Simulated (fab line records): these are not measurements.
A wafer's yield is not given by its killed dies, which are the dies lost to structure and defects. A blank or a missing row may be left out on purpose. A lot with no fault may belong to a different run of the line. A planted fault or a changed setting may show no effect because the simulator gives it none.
fab line records -- flow gf180mcu
[record] lots = 24, wafers = 72, last_day = 34
route steps=602 shown POLY_GATE@167 PSD@256 M2@362 V3@450 MIM@512 M5@535
lots that met no fault: from a run of the same line without faults
start_h: hours from the record's first day to the start of the lot's first wafer shown -- wait_h: how many hours have passed since the lot's step before this one -- " identical to the entry in the row above -- L1.1+2: one row covering several wafers at once -- - value missing, or start not given -- * or withheld: withheld -- < > ~ a bound
route shown NAME@n: a module of which the file shows steps, and the number in the route of the first -- usual: mean and standard deviation over wafers with no fault -- same: alike in all rows -- chamber/n: place in a boat -- sites: readings site by site -- _std_site: the values' standard deviation -- _edge_site: the outer-site mean with the inner-site mean subtracted -- radius_mm: how far each site lies from the wafer's centre -- mask NAME#n: copy n -- behind: tool/chamber where the wafer was last shaped -- hold: the reason the lot was held/the length of the hold in hours/how it ended -- device: whichever transistor did not switch (one of n, p or np) -- end of line: the same wafers' tests at the end of the route -- step lacking rows: just its recipe -- killed: dies that structure and defects cost at the first sort, which is not the same as the wafer's yield -- map: dies across one wafer; x = killed, . = not, _ = none there
set.NAME: the setting that was run; set.NAME@STEP: the one run at that earlier step -- model.NAME: the simulator's own value behind a step, which no gauge read
the route's steps for a sample of lots (tables are steps, rows are wafers)
services: when a tool's chamber went out of use (start_h, in hours from the record's first day, below 0 if earlier), for how many hours, and the reason
[[steps]]
[step GF_POLY_GATE_CD_MEAS_10]
[recipe] target_cd_nm = 280
[usual] cd_nm = 280.0/1.4
lot.wafer,tool,chamber,start_h,wait_h,cd_nm
L074.1,cd_sem-01,-,195.43,0.1,278.1
L074.4,cd_sem-01,-,195.43,0.1,277.7
L074.6,cd_sem-01,-,195.43,0.1,278.1
L075.2,cd_sem-02,-,206.70,0.1,281.8
L075.5,cd_sem-02,-,206.70,0.1,281.1
L075.6,cd_sem-02,-,206.70,0.1,280.1
L077.1,cd_sem-02,-,213.30,0.1,280.8
L077.2,cd_sem-02,-,213.30,0.1,279.7
L077.6,cd_sem-02,-,213.30,0.1,279.5
L076.2,cd_sem-01,-,213.40,0.1,281.9
L076.3,cd_sem-01,-,213.40,0.1,280.8
L076.4,cd_sem-01,-,213.40,0.1,281.6
L078.2,cd_sem-01,-,228.55,0.1,277.8
L078.3,cd_sem-01,-,228.55,0.1,279.2
L078.6,cd_sem-01,-,228.55,0.1,278.3
L079.2,cd_sem-02,-,228.65,0.1,279.3
L079.5,cd_sem-02,-,228.65,0.1,278.8
L079.6,cd_sem-02,-,228.65,0.1,278.5
L080.1,cd_sem-01,-,235.80,0.1,279.2
L080.4,cd_sem-01,-,235.80,0.1,280.2
L080.6,cd_sem-01,-,235.80,0.1,278.6
L081.1,cd_sem-02,-,243.15,0.1,280.8
L081.5,cd_sem-02,-,243.15,0.1,280.1
L081.6,cd_sem-02,-,243.15,0.1,280.7
L082.3,cd_sem-02,-,249.49,0.1,282.3
L082.4,cd_sem-02,-,249.49,0.1,283.4
L082.5,cd_sem-02,-,249.49,0.1,281.6
L083.1,cd_sem-01,-,261.95,0.1,279.2
L083.2,cd_sem-01,-,261.95,0.1,278.6
L083.3,cd_sem-01,-,261.95,0.1,278.6
L084.4,cd_sem-01,-,262.33,0.1,280.2
L084.5,cd_sem-01,-,262.33,0.1,281.4
L084.6,cd_sem-01,-,262.33,0.1,281.6
L085.1,cd_sem-01,-,267.82,0.1,282.1
L085.2,cd_sem-01,-,267.82,0.1,280.5
L085.4,cd_sem-01,-,267.82,0.1,281.1
L086.2,cd_sem-01,-,278.24,0.1,282.5
L086.3,cd_sem-01,-,278.24,0.1,281.1
L086.4,cd_sem-01,-,278.24,0.1,281.5
L087.1,cd_sem-01,-,286.83,0.1,279.4
L087.4,cd_sem-01,-,286.83,0.1,281.0
L087.5,cd_sem-01,-,286.83,0.1,280.8
L088.2,cd_sem-01,-,291.52,0.1,278.6
L088.3,cd_sem-01,-,291.52,0.1,279.2
L088.4,cd_sem-01,-,291.52,0.1,279.5
L089.1,cd_sem-01,-,298.25,0.1,279.5
L089.2,cd_sem-01,-,298.25,0.1,279.6
L089.3,cd_sem-01,-,298.25,0.1,279.9
L090.1,cd_sem-02,-,304.35,0.1,281.0
L090.4,cd_sem-02,-,304.35,0.1,279.6
L090.5,cd_sem-02,-,304.35,0.1,280.8
L091.1,cd_sem-02,-,317.33,0.1,281.4
L091.3,cd_sem-02,-,317.33,0.1,279.9
L091.4,cd_sem-02,-,317.33,0.1,280.2
L092.4,cd_sem-01,-,325.48,0.1,281.5
L092.5,cd_sem-01,-,325.48,0.1,280.0
L092.6,cd_sem-01,-,325.48,0.1,281.1
L093.2,cd_sem-01,-,330.55,0.1,277.5
L093.3,cd_sem-01,-,330.55,0.1,279.3
L093.4,cd_sem-01,-,330.55,0.1,278.1
L094.1,cd_sem-02,-,346.90,0.1,278.6
L094.2,cd_sem-02,-,346.90,0.1,279.5
L094.3,cd_sem-02,-,346.90,0.1,280.1
L096.1,cd_sem-02,-,358.33,0.1,277.8
L096.2,cd_sem-02,-,358.33,0.1,278.1
L096.5,cd_sem-02,-,358.33,0.1,276.6
L095.1,cd_sem-02,-,362.27,0.1,281.2
L095.3,cd_sem-02,-,362.27,0.1,281.4
L095.5,cd_sem-02,-,362.27,0.1,280.3
L097.1,cd_sem-01,-,367.80,0.1,279.8
L097.3,cd_sem-01,-,367.80,0.1,279.5
L097.6,cd_sem-01,-,367.80,0.1,280.3
[step GF_PSD_OVL_MEAS_08]
[usual] PSD_OVL = 0.3/1.3
lot.wafer,tool,chamber,start_h,wait_h,PSD_OVL[nm]
L074.1,overlay-02,-,320.49,0.1,0.5
L074.4,overlay-02,-,320.49,0.1,1.2
L074.6,overlay-02,-,320.49,0.1,-0.3
L075.2,overlay-01,-,326.40,0.1,1.5
L075.5,overlay-01,-,326.40,0.1,1.5
L075.6,overlay-01,-,326.40,0.1,0.9
L077.1,overlay-01,-,337.25,0.1,-0.6
L077.2,overlay-01,-,337.25,0.1,0.1
L077.6,overlay-01,-,337.25,0.1,0.5
L076.2,overlay-01,-,337.40,0.1,0.8
L076.3,overlay-01,-,337.40,0.1,2.2
L076.4,overlay-01,-,337.40,0.1,0.9
L078.2,overlay-01,-,353.80,0.1,-1.4
L078.3,overlay-01,-,353.80,0.1,-1.4
L078.6,overlay-01,-,353.80,0.1,-1.1
L079.2,overlay-01,-,354.75,0.1,-0.2
L079.5,overlay-01,-,354.75,0.1,1.7
L079.6,overlay-01,-,354.75,0.1,-1.4
L080.1,overlay-02,-,364.09,0.1,1.1
L080.4,overlay-02,-,364.09,0.1,-0.6
L080.6,overlay-02,-,364.09,0.1,-0.3
L081.1,overlay-02,-,370.10,0.1,-0.3
L081.5,overlay-02,-,370.10,0.1,0.0
L081.6,overlay-02,-,370.10,0.1,-2.1
L082.3,overlay-01,-,379.50,0.1,0.1
L082.4,overlay-01,-,379.50,0.1,0.9
L082.5,overlay-01,-,379.50,0.1,1.4
L083.1,overlay-01,-,394.80,0.1,0.0
L083.2,overlay-01,-,394.80,0.1,0.4
L083.3,overlay-01,-,394.80,0.1,0.5
L084.4,overlay-02,-,397.42,0.1,-3.0
L084.5,overlay-02,-,397.42,0.1,-0.4
L084.6,overlay-02,-,397.42,0.1,-0.3
L085.1,overlay-02,-,400.55,0.1,0.1
L085.2,overlay-02,-,400.55,0.1,0.5
L085.4,overlay-02,-,400.55,0.1,0.5
L086.2,overlay-01,-,414.95,0.1,0.5
L086.3,overlay-01,-,414.95,0.1,-2.5
L086.4,overlay-01,-,414.95,0.1,0.9
L087.1,overlay-02,-,425.05,0.1,2.7
L087.4,overlay-02,-,425.05,0.1,2.6
L087.5,overlay-02,-,425.05,0.1,2.5
L088.2,overlay-01,-,431.30,0.1,1.0
L088.3,overlay-01,-,431.30,0.1,2.4
L088.4,overlay-01,-,431.30,0.1,1.8
L089.1,overlay-02,-,437.55,0.1,0.6
L089.2,overlay-02,-,437.55,0.1,1.3
L089.3,overlay-02,-,437.55,0.1,2.6
L090.1,overlay-02,-,444.59,0.1,2.7
L090.4,overlay-02,-,444.59,0.1,1.2
L090.5,overlay-02,-,444.59,0.1,0.8
L091.1,overlay-02,-,460.00,0.1,-2.4
L091.3,overlay-02,-,460.00,0.1,-1.2
L091.4,overlay-02,-,460.00,0.1,-2.0
L092.4,overlay-02,-,470.81,0.1,-1.0
L092.5,overlay-02,-,470.81,0.1,-1.1
L092.6,overlay-02,-,470.81,0.1,0.2
L093.2,overlay-02,-,474.85,0.1,1.4
L093.3,overlay-02,-,474.85,0.1,1.0
L093.4,overlay-02,-,474.85,0.1,-0.5
L094.1,overlay-01,-,494.19,0.1,-0.1
L094.2,overlay-01,-,494.19,0.1,1.1
L094.3,overlay-01,-,494.19,0.1,-0.6
L096.1,overlay-02,-,505.59,0.1,0.2
L096.2,overlay-02,-,505.59,0.1,1.3
L096.5,overlay-02,-,505.59,0.1,1.1
L095.1,overlay-02,-,508.40,0.1,2.3
L095.3,overlay-02,-,508.40,0.1,1.3
L095.5,overlay-02,-,508.40,0.1,2.8
L097.1,overlay-02,-,515.05,0.1,-0.6
L097.3,overlay-02,-,515.05,0.1,-0.7
L097.6,overlay-02,-,515.05,0.1,-0.2
[step GF_M2_SPUTTER_00]
[recipe] material = Ti, target_thk_nm = 37.5, arriving_ion_energy_ev = 80, substrate_temp_c = 200, chamber_pressure_pa = 2, power_w = 4000, time_s = 150
[usual] throttle_valve_pct = 29.9/1.3
lot.wafer,tool,chamber,start_h,wait_h,throttle_valve_pct
L074.1,pvd_sputter-03,-,416.54,0.2,29.5
L074.4,pvd_sputter-03,-,416.54,0.2,29.7
L074.6,pvd_sputter-03,-,416.54,0.2,29.7
L075.2,pvd_sputter-01,-,424.35,0.1,30.7
L075.5,pvd_sputter-01,-,424.35,0.1,32.1
L075.6,pvd_sputter-01,-,424.35,0.1,30.8
L077.1,pvd_sputter-04,-,434.89,0.2,29.7
L077.2,pvd_sputter-04,-,434.89,0.2,29.4
L077.6,pvd_sputter-04,-,434.89,0.2,27.4
L076.2,pvd_sputter-01,-,435.67,0.1,29.7
L076.3,pvd_sputter-01,-,435.67,0.1,27.6
L076.4,pvd_sputter-01,-,435.67,0.1,32.2
L078.2,pvd_sputter-04,-,453.59,0.1,27.2
L078.3,pvd_sputter-04,-,453.59,0.1,30.5
L078.6,pvd_sputter-04,-,453.59,0.1,29.5
L079.2,pvd_sputter-01,-,455.39,0.2,29.3
L079.5,pvd_sputter-01,-,455.39,0.2,32.0
L079.6,pvd_sputter-01,-,455.39,0.2,27.8
L080.1,pvd_sputter-04,-,463.96,0.2,30.2
L080.4,pvd_sputter-04,-,463.96,0.2,27.2
L080.6,pvd_sputter-04,-,463.96,0.2,27.5
L081.1,pvd_sputter-03,-,469.97,0.1,31.5
L081.5,pvd_sputter-03,-,469.97,0.1,30.4
L081.6,pvd_sputter-03,-,469.97,0.1,29.4
L082.3,pvd_sputter-03,-,480.78,0.2,32.0
L082.4,pvd_sputter-03,-,480.78,0.2,30.0
L082.5,pvd_sputter-03,-,480.78,0.2,31.4
L083.1,pvd_sputter-03,-,496.51,0.2,29.2
L083.2,pvd_sputter-03,-,496.51,0.2,30.1
L083.3,pvd_sputter-03,-,496.51,0.2,30.6
L084.4,pvd_sputter-04,-,498.94,0.1,29.4
L084.5,pvd_sputter-04,-,498.94,0.1,30.3
L084.6,pvd_sputter-04,-,498.94,0.1,29.2
L085.1,pvd_sputter-01,-,501.59,0.2,32.0
L085.2,pvd_sputter-01,-,501.59,0.2,27.8
L085.4,pvd_sputter-01,-,501.59,0.2,29.5
L086.2,pvd_sputter-03,-,516.23,0.2,29.0
L086.3,pvd_sputter-03,-,516.23,0.2,30.6
L086.4,pvd_sputter-03,-,516.23,0.2,31.8
L087.1,pvd_sputter-01,-,525.68,0.2,30.9
L087.4,pvd_sputter-01,-,525.68,0.2,32.0
L087.5,pvd_sputter-01,-,525.68,0.2,31.1
L088.2,pvd_sputter-04,-,530.49,0.1,29.6
L088.3,pvd_sputter-04,-,530.49,0.1,29.6
L088.4,pvd_sputter-04,-,530.49,0.1,30.3
L089.1,pvd_sputter-04,-,538.04,0.2,29.5
L089.2,pvd_sputter-04,-,538.04,0.2,27.5
L089.3,pvd_sputter-04,-,538.04,0.2,30.3
L090.1,pvd_sputter-04,-,543.69,0.1,29.3
L090.4,pvd_sputter-04,-,543.69,0.1,27.3
L090.5,pvd_sputter-04,-,543.69,0.1,29.5
L091.1,pvd_sputter-04,-,558.48,0.2,27.3
L091.3,pvd_sputter-04,-,558.48,0.2,29.5
L091.4,pvd_sputter-04,-,558.48,0.2,30.4
L092.4,pvd_sputter-03,-,568.14,0.1,30.6
L092.5,pvd_sputter-03,-,568.14,0.1,28.9
L092.6,pvd_sputter-03,-,568.14,0.1,29.6
L093.2,pvd_sputter-03,-,573.25,0.2,29.6
L093.3,pvd_sputter-03,-,573.25,0.2,30.6
L093.4,pvd_sputter-03,-,573.25,0.2,29.8
L094.1,pvd_sputter-04,-,590.49,0.2,27.3
L094.2,pvd_sputter-04,-,590.49,0.2,29.6
L094.3,pvd_sputter-04,-,590.49,0.2,29.6
L096.1,pvd_sputter-03,-,600.94,0.2,30.0
L096.2,pvd_sputter-03,-,600.94,0.2,29.4
L096.5,pvd_sputter-03,-,600.94,0.2,31.4
L095.1,pvd_sputter-01,-,603.97,0.1,32.3
L095.3,pvd_sputter-01,-,603.97,0.1,30.8
L095.5,pvd_sputter-01,-,603.97,0.1,30.8
L097.1,pvd_sputter-03,-,608.47,0.1,31.6
L097.3,pvd_sputter-03,-,608.47,0.1,30.7
L097.6,pvd_sputter-03,-,608.47,0.1,29.9
[step GF_V3_SPUTTER_21]
[recipe] material = Ti, target_thk_nm = 15, chamber_pressure_pa = 5, power_w = 2500, substrate_temp_c = 200, time_s = 80.02
[usual] throttle_valve_pct = 30.1/1.4
lot.wafer,tool,chamber,start_h,wait_h,throttle_valve_pct
L074.1,pvd_sputter-02,-,517.14,0.0,28.2
L074.4,pvd_sputter-02,-,517.14,0.0,30.4
L074.6,pvd_sputter-02,-,517.14,0.0,30.5
L075.2,pvd_sputter-03,-,523.99,0.0,30.4
L075.5,pvd_sputter-03,-,523.99,0.0,31.6
L075.6,pvd_sputter-03,-,523.99,0.0,30.6
L077.1,pvd_sputter-01,-,534.79,0.0,32.0
L077.2,pvd_sputter-01,-,534.79,0.0,27.6
L077.6,pvd_sputter-01,-,534.79,0.0,29.4
L076.2,pvd_sputter-02,-,535.45,0.0,30.4
L076.3,pvd_sputter-02,-,535.45,0.0,27.9
L076.4,pvd_sputter-02,-,535.45,0.0,31.4
L078.2,pvd_sputter-01,-,551.28,0.0,30.9
L078.3,pvd_sputter-01,-,551.28,0.0,29.6
L078.6,pvd_sputter-01,-,551.28,0.0,27.2
L079.2,pvd_sputter-03,-,552.25,0.0,30.2
L079.5,pvd_sputter-03,-,552.25,0.0,30.4
L079.6,pvd_sputter-03,-,552.25,0.0,31.6
L080.1,pvd_sputter-02,-,560.59,0.0,31.7
L080.4,pvd_sputter-02,-,560.59,0.0,28.1
L080.6,pvd_sputter-02,-,560.59,0.0,30.8
L081.1,pvd_sputter-02,-,565.40,0.0,30.6
L081.5,pvd_sputter-02,-,565.40,0.0,28.0
L081.6,pvd_sputter-02,-,565.40,0.0,30.8
L082.3,pvd_sputter-01,-,577.47,0.0,32.0
L082.4,pvd_sputter-01,-,577.47,0.0,30.7
L082.5,pvd_sputter-01,-,577.47,0.0,30.8
L083.1,pvd_sputter-01,-,592.34,0.0,30.8
L083.2,pvd_sputter-01,-,592.34,0.0,29.4
L083.3,pvd_sputter-01,-,592.34,0.0,27.5
L084.4,pvd_sputter-02,-,594.52,0.0,30.9
L084.5,pvd_sputter-02,-,594.52,0.0,30.5
L084.6,pvd_sputter-02,-,594.52,0.0,31.6
L085.1,pvd_sputter-03,-,596.79,0.0,30.0
L085.2,pvd_sputter-03,-,596.79,0.0,31.5
L085.4,pvd_sputter-03,-,596.79,0.0,29.2
L086.2,pvd_sputter-02,-,610.40,0.0,30.8
L086.3,pvd_sputter-02,-,610.40,0.0,27.9
L086.4,pvd_sputter-02,-,610.40,0.0,30.5
L087.1,pvd_sputter-01,-,619.31,0.0,29.6
L087.4,pvd_sputter-01,-,619.31,0.0,27.6
L087.5,pvd_sputter-01,-,619.31,0.0,27.6
L088.2,pvd_sputter-01,-,623.35,0.0,30.9
L088.3,pvd_sputter-01,-,623.35,0.0,32.1
L088.4,pvd_sputter-01,-,623.35,0.0,27.3
L089.1,pvd_sputter-02,-,630.74,0.0,31.4
L089.2,pvd_sputter-02,-,630.74,0.0,28.2
L089.3,pvd_sputter-02,-,630.74,0.0,30.8
L090.1,pvd_sputter-01,-,635.84,0.0,29.7
L090.4,pvd_sputter-01,-,635.84,0.0,32.0
L090.5,pvd_sputter-01,-,635.84,0.0,32.0
L091.1,pvd_sputter-01,-,649.63,0.0,27.6
L091.3,pvd_sputter-01,-,649.63,0.0,32.2
L091.4,pvd_sputter-01,-,649.63,0.0,29.4
L092.4,pvd_sputter-03,-,657.74,0.0,29.7
L092.5,pvd_sputter-03,-,657.74,0.0,29.3
L092.6,pvd_sputter-03,-,657.74,0.0,30.6
L093.2,pvd_sputter-02,-,663.31,0.0,28.1
L093.3,pvd_sputter-02,-,663.31,0.0,30.8
L093.4,pvd_sputter-02,-,663.31,0.0,30.5
L094.1,pvd_sputter-01,-,677.50,0.0,32.0
L094.2,pvd_sputter-01,-,677.50,0.0,29.3
L094.3,pvd_sputter-01,-,677.50,0.0,30.9
L096.1,pvd_sputter-03,-,687.65,0.0,31.7
L096.2,pvd_sputter-03,-,687.65,0.0,30.5
L096.5,pvd_sputter-03,-,687.65,0.0,29.3
L095.1,pvd_sputter-01,-,689.39,0.0,31.0
L095.3,pvd_sputter-01,-,689.39,0.0,27.6
L095.5,pvd_sputter-01,-,689.39,0.0,32.1
L097.1,pvd_sputter-02,-,694.54,0.0,30.9
L097.3,pvd_sputter-02,-,694.54,0.0,30.5
L097.6,pvd_sputter-02,-,694.54,0.0,30.8
[step GF_MIM_SPUTTER_09]
[recipe] material = TiN, target_thk_nm = 35, power_w = 6500, time_s = 30.44, chamber_pressure_pa = 0.4
[usual] throttle_valve_pct = 29.7/1.4
lot.wafer,tool,chamber,start_h,wait_h,throttle_valve_pct
L074.1,pvd_sputter-04,-,566.09,0.0,27.1
L074.4,pvd_sputter-04,-,566.09,0.0,30.3
L074.6,pvd_sputter-04,-,566.09,0.0,30.0
L075.2,pvd_sputter-02,-,573.20,0.0,28.0
L075.5,pvd_sputter-02,-,573.20,0.0,30.4
L075.6,pvd_sputter-02,-,573.20,0.0,30.9
L077.1,pvd_sputter-02,-,583.65,0.0,28.2
L077.2,pvd_sputter-02,-,583.65,0.0,30.4
L077.6,pvd_sputter-02,-,583.65,0.0,30.4
L076.2,pvd_sputter-01,-,583.99,0.0,27.5
L076.3,pvd_sputter-01,-,583.99,0.0,30.8
L076.4,pvd_sputter-01,-,583.99,0.0,29.7
L078.2,pvd_sputter-04,-,600.60,0.0,29.5
L078.3,pvd_sputter-04,-,600.60,0.0,29.5
L078.6,pvd_sputter-04,-,600.60,0.0,30.2
L079.2,pvd_sputter-01,-,600.92,0.0,27.5
L079.5,pvd_sputter-01,-,600.92,0.0,27.8
L079.6,pvd_sputter-01,-,600.92,0.0,29.4
L080.1,pvd_sputter-01,-,608.68,0.0,27.8
L080.4,pvd_sputter-01,-,608.68,0.0,32.1
L080.6,pvd_sputter-01,-,608.68,0.0,27.5
L081.1,pvd_sputter-04,-,612.38,0.0,29.3
L081.5,pvd_sputter-04,-,612.38,0.0,30.4
L081.6,pvd_sputter-04,-,612.38,0.0,29.4
L082.3,pvd_sputter-01,-,625.09,0.0,27.7
L082.4,pvd_sputter-01,-,625.09,0.0,32.1
L082.5,pvd_sputter-01,-,625.09,0.0,27.7
L083.1,pvd_sputter-04,-,638.01,0.0,29.6
L083.2,pvd_sputter-04,-,638.01,0.0,30.0
L083.3,pvd_sputter-04,-,638.01,0.0,29.5
L084.4,pvd_sputter-01,-,641.70,0.0,27.3
L084.5,pvd_sputter-01,-,641.70,0.0,30.6
L084.6,pvd_sputter-01,-,641.70,0.0,31.6
L085.1,pvd_sputter-04,-,643.74,0.0,30.4
L085.2,pvd_sputter-04,-,643.74,0.0,29.6
L085.4,pvd_sputter-04,-,643.74,0.0,27.1
L086.2,pvd_sputter-04,-,657.21,0.0,30.2
L086.3,pvd_sputter-04,-,657.21,0.0,29.7
L086.4,pvd_sputter-04,-,657.21,0.0,29.3
L087.1,pvd_sputter-04,-,663.99,0.0,30.2
L087.4,pvd_sputter-04,-,663.99,0.0,27.4
L087.5,pvd_sputter-04,-,663.99,0.0,29.4
L088.2,pvd_sputter-01,-,668.41,0.0,32.0
L088.3,pvd_sputter-01,-,668.41,0.0,29.5
L088.4,pvd_sputter-01,-,668.41,0.0,32.0
L089.1,pvd_sputter-02,-,674.85,0.0,31.0
L089.2,pvd_sputter-02,-,674.85,0.0,30.8
L089.3,pvd_sputter-02,-,674.85,0.0,30.9
L090.1,pvd_sputter-02,-,678.78,0.0,28.3
L090.4,pvd_sputter-02,-,678.78,0.0,31.4
L090.5,pvd_sputter-02,-,678.78,0.0,30.5
L091.1,pvd_sputter-02,-,692.22,0.0,30.7
L091.3,pvd_sputter-02,-,692.22,0.0,30.7
L091.4,pvd_sputter-02,-,692.22,0.0,28.2
L092.4,pvd_sputter-02,-,700.00,0.0,31.2
L092.5,pvd_sputter-02,-,700.00,0.0,28.0
L092.6,pvd_sputter-02,-,700.00,0.0,30.9
L093.2,pvd_sputter-02,-,705.31,0.0,30.7
L093.3,pvd_sputter-02,-,705.31,0.0,30.6
L093.4,pvd_sputter-02,-,705.31,0.0,28.2
L094.1,pvd_sputter-01,-,718.54,0.0,31.8
L094.2,pvd_sputter-01,-,718.54,0.0,27.6
L094.3,pvd_sputter-01,-,718.54,0.0,29.3
L096.1,pvd_sputter-04,-,727.40,0.0,29.5
L096.2,pvd_sputter-04,-,727.40,0.0,27.1
L096.5,pvd_sputter-04,-,727.40,0.0,29.5
L095.1,pvd_sputter-01,-,729.39,0.0,29.5
L095.3,pvd_sputter-01,-,729.39,0.0,27.6
L095.5,pvd_sputter-01,-,729.39,0.0,27.5
L097.1,pvd_sputter-04,-,735.08,0.0,27.3
L097.3,pvd_sputter-04,-,735.08,0.0,29.7
L097.6,pvd_sputter-04,-,735.08,0.0,27.2
[step GF_M5_ETCH_09]
[recipe] chemistry = CF4/O2, target = Si3N4, target_depth_nm = 52, source_w = 800, bias_w = 150, pressure_mtorr = 150, cf4_flow_sccm = 80, O2_flow_sccm = 10, time_s = 11.6
[usual] cf4_flow_sccm = 80.01/0.24, drypump_motor_current_A = 5.6/0.38, oes_product_au = 1.003/0.0074, throttle_valve_pct = 5.971/0.0094
lot.wafer,tool,chamber,start_h,wait_h,cf4_flow_sccm,drypump_motor_current_A,oes_product_au,rf_hours_counter_h,throttle_valve_pct
L074.1,rie_diel-02,0,608.68,0.0,79.72,5.7,1.006,4,5.985
L074.4,rie_diel-02,2,608.68,0.0,80.11,5.9,1.005,6,5.973
L074.6,rie_diel-02,2,608.68,0.0,79.83,5.9,1.006,-,5.980
L075.2,rie_diel-04,2,616.73,0.0,79.74,5.2,1.001,22,5.977
L075.5,rie_diel-04,0,616.73,0.0,80.20,5.9,1.001,-,5.965
L075.6,rie_diel-04,1,616.73,0.0,79.77,4.9,1.005,-,5.967
L077.1,rie_diel-03,3,626.27,0.0,80.41,6.4,1.006,46,5.965
L077.2,rie_diel-03,1,626.27,0.0,80.06,5.7,0.995,1,5.964
L077.6,rie_diel-03,2,626.27,0.0,80.14,5.9,1.015,-,5.976
L076.2,rie_diel-02,1,627.13,0.0,79.97,5.5,0.998,58,5.972
L076.3,rie_diel-02,2,627.13,0.0,79.98,5.8,0.996,7,5.981
L076.4,rie_diel-02,3,627.13,0.0,80.00,5.2,1.002,31,5.981
L078.2,rie_diel-04,0,643.13,0.0,79.75,6.0,1.005,13,5.977
L078.3,rie_diel-04,1,643.13,0.0,80.30,4.9,1.009,3,5.966
L078.6,rie_diel-04,0,643.13,0.0,79.77,5.9,1.009,-,5.961
L079.2,rie_diel-02,3,643.82,0.0,79.52,5.2,1.015,31,5.972
L079.5,rie_diel-02,2,643.82,0.0,79.83,5.8,1.000,-,5.968
L079.6,rie_diel-02,3,643.82,0.0,79.38,5.2,1.015,-,5.977
L080.1,rie_diel-03,1,650.73,0.0,80.24,5.7,0.989,2,5.964
L080.4,rie_diel-03,2,650.73,0.0,79.90,5.9,1.012,26,5.976
L080.6,rie_diel-03,3,650.73,0.0,80.05,6.3,1.011,-,5.966
L081.1,rie_diel-04,0,654.68,0.0,80.41,5.9,1.014,14,5.959
L081.5,rie_diel-04,2,654.68,0.0,79.75,5.2,1.020,-,5.977
L081.6,rie_diel-04,3,654.68,0.0,80.08,5.5,1.003,-,5.973
L082.3,rie_diel-02,3,666.46,0.0,80.36,5.1,0.992,32,5.964
L082.4,rie_diel-02,2,666.46,0.0,79.53,5.8,0.993,8,5.963
L082.5,rie_diel-02,0,666.46,0.0,80.15,5.7,1.000,-,5.959
L083.1,rie_diel-03,2,677.18,0.0,80.15,5.9,1.008,27,5.994
L083.2,rie_diel-03,0,677.18,0.0,79.88,6.1,0.989,10,5.966
L083.3,rie_diel-03,1,677.18,0.0,79.98,5.7,0.994,3,5.974
L084.4,rie_diel-02,2,681.84,0.0,80.13,5.8,1.009,-,5.981
L084.5,rie_diel-02,1,681.84,0.0,80.51,5.5,1.002,-,5.967
L084.6,rie_diel-02,3,681.84,0.0,79.77,5.1,1.002,-,5.988
L085.1,rie_diel-02,0,684.18,0.0,80.56,5.7,1.006,6,5.971
L085.2,rie_diel-02,2,684.18,0.0,79.67,5.9,1.007,9,5.960
L085.4,rie_diel-02,2,684.18,0.0,79.80,5.9,1.015,-,5.981
L086.2,rie_diel-03,3,695.87,0.0,79.50,6.3,1.004,48,5.992
L086.3,rie_diel-03,1,695.87,0.0,80.11,5.7,0.997,4,5.965
L086.4,rie_diel-03,0,695.87,0.0,79.84,6.1,1.005,10,5.968
L087.1,rie_diel-02,3,701.67,0.0,79.64,5.2,1.001,33,5.973
L087.4,rie_diel-02,1,701.67,0.0,80.21,5.5,0.998,-,5.972
L087.5,rie_diel-02,3,701.67,0.0,79.92,5.2,1.006,-,5.961
L088.2,rie_diel-03,3,706.42,0.0,80.06,6.4,0.998,49,5.965
L088.3,rie_diel-03,2,706.42,0.0,80.15,5.8,1.008,28,5.968
L088.4,rie_diel-03,1,706.42,0.0,80.13,5.7,0.975,4,5.958
L089.1,rie_diel-02,1,711.98,0.0,79.73,5.5,0.998,62,5.965
L089.2,rie_diel-02,3,711.98,0.0,79.65,5.2,1.004,34,5.965
L089.3,rie_diel-02,1,711.98,0.0,79.92,5.6,1.007,-,5.976
L090.1,rie_diel-04,0,716.18,0.0,80.31,5.9,0.998,16,5.967
L090.4,rie_diel-04,3,716.18,0.0,80.01,5.5,0.989,19,5.969
L090.5,rie_diel-04,1,716.18,0.0,79.68,4.9,1.013,-,5.957
L091.1,rie_diel-02,0,728.78,0.0,80.15,5.7,1.002,8,5.967
L091.3,rie_diel-02,1,728.78,0.0,80.15,5.5,0.988,63,5.981
L091.4,rie_diel-02,0,728.78,0.0,79.98,5.7,1.003,-,5.974
L092.4,rie_diel-02,0,734.79,0.0,80.07,5.7,1.002,-,5.953
L092.5,rie_diel-02,3,734.79,0.0,80.02,5.2,0.998,-,5.958
L092.6,rie_diel-02,1,734.79,0.0,79.98,5.5,1.000,-,5.970
L093.2,rie_diel-04,2,740.93,0.0,80.06,5.2,0.998,28,5.976
L093.3,rie_diel-04,0,740.93,0.0,80.07,5.9,1.017,17,5.983
L093.4,rie_diel-04,3,740.93,0.0,80.25,5.5,1.009,20,5.954
L094.1,rie_diel-02,3,753.13,0.0,80.35,5.2,1.009,36,5.948
L094.2,rie_diel-02,0,753.13,0.0,80.21,5.7,1.009,9,5.970
L094.3,rie_diel-02,2,753.13,0.0,80.26,5.9,1.006,9,5.982
L096.1,rie_diel-03,0,761.53,0.0,80.19,6.1,1.002,13,5.963
L096.2,rie_diel-03,1,761.53,0.0,80.07,5.7,0.994,6,5.971
L096.5,rie_diel-03,2,761.53,0.0,80.49,5.9,1.004,-,5.971
L095.1,rie_diel-04,2,762.83,0.0,79.80,5.2,1.011,29,5.979
L095.3,rie_diel-04,3,762.83,0.0,79.96,5.5,0.993,21,5.970
L095.5,rie_diel-04,1,762.83,0.0,80.22,4.9,1.016,-,5.961
L097.1,rie_diel-02,3,768.98,0.0,80.13,5.2,1.007,37,5.975
L097.3,rie_diel-02,0,768.98,0.0,80.19,5.7,1.003,10,5.971
L097.6,rie_diel-02,2,768.98,0.0,79.99,5.8,1.010,-,5.967
[[services]]
tool,chamber,start_h,hours,kind
pvd_sputter-04,-,397.49,8.1,repair
pvd_sputter-04,-,406.55,1.8,repair
rie_diel-03,0,410.71,13.7,repair
pvd_sputter-04,-,412.71,15.3,repair
rie_diel-02,2,432.52,3.7,repair
rie_diel-02,0,447.25,15.1,repair
pvd_sputter-04,-,466.13,6.3,repair
pvd_sputter-02,-,537.28,1.4,repair
pvd_sputter-02,-,543.85,2.1,repair
pvd_sputter-04,-,576.97,2.0,repair
pvd_sputter-04,-,607.49,4.6,repair
pvd_sputter-03,-,616.74,0.5,repair
pvd_sputter-04,-,660.01,0.6,repair
rie_diel-02,2,671.65,9.7,repair
rie_diel-02,0,681.12,1.2,repair
rie_diel-02,3,684.15,17.0,repair
rie_diel-02,2,686.12,65.5,repair
pvd_sputter-03,-,689.92,3.3,repair
rie_diel-02,0,692.21,19.8,repair
pvd_sputter-01,-,704.60,5.4,repair
rie_diel-02,-,712.98,0.5,repair
rie_diel-02,1,742.95,8.3,repair
pvd_sputter-04,-,752.08,3.1,repair
pvd_sputter-04,-,756.77,1.8,repair
[[key]]
fault none
